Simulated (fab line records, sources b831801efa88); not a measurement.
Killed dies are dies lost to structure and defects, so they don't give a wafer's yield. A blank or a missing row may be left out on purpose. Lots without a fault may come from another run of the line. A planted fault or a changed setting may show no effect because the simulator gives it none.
Chamber matching | flow gf180mcu | GF_V1_CMP_04 on cmp-02: 4 sister chambers
The step polishes SiO2. 8 wafers are shown with their chamber, then 7 later ones without.

WAFERS WITH THEIR CHAMBER
wafer  | chamber | motor_current_A (A) | time_to_endpoint_s (s)
L518.6 | 3       | 12.7                | 77
L522.5 | 0       | 10.8                | 80
L523.6 | 2       | 11.9                | 81
L527.2 | 1       | 11.4                | 78
L527.4 | 0       | 11.0                | 84
L527.6 | 1       | 11.4                | 80
L528.3 | 3       | 12.4                | 92
L528.5 | 2       | 11.8                | 94

WAFERS WITHOUT THEIR CHAMBER
wafer  | motor_current_A (A) | time_to_endpoint_s (s)
L528.6 | 12.5                | 98
L535.2 | 10.1                | 79
L535.4 | 12.6                | 95
L535.5 | 12.0                | 96
L539.1 | 11.2                | 74
L539.2 | 10.5                | 82
L539.5 | 11.1                | 80

WHICH CHAMBER EACH WENT THROUGH
wafer  | from the rows above     | in truth
L528.6 | 3                       | 3
L535.2 | 0                       | 0
L535.4 | 3                       | 3
L535.5 | 2                       | 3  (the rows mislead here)
L539.1 | can't be placed: 1 or 0 | 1
L539.2 | 0                       | 0
L539.5 | can't be placed: 0 or 1 | 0
Placed correctly: 4 of 7. Can't be placed from these rows: 2 (the true chamber is among the candidates in 2). Placed wrongly: 1.
How it was worked out, from the rows above alone: a wafer's distance from a chamber is the root of the sum, over the readings, of the square of ((its reading less the chamber's mean) divided by the reading's scatter). The wafer belongs to the nearest chamber; if the next one is less than 2 further off, it can't be placed. A chamber's mean is the mean of its shown wafers. The scatter: the root of (the sum of the squares of (reading less its chamber's mean) over the shown wafers, divided by (wafers less chambers)).
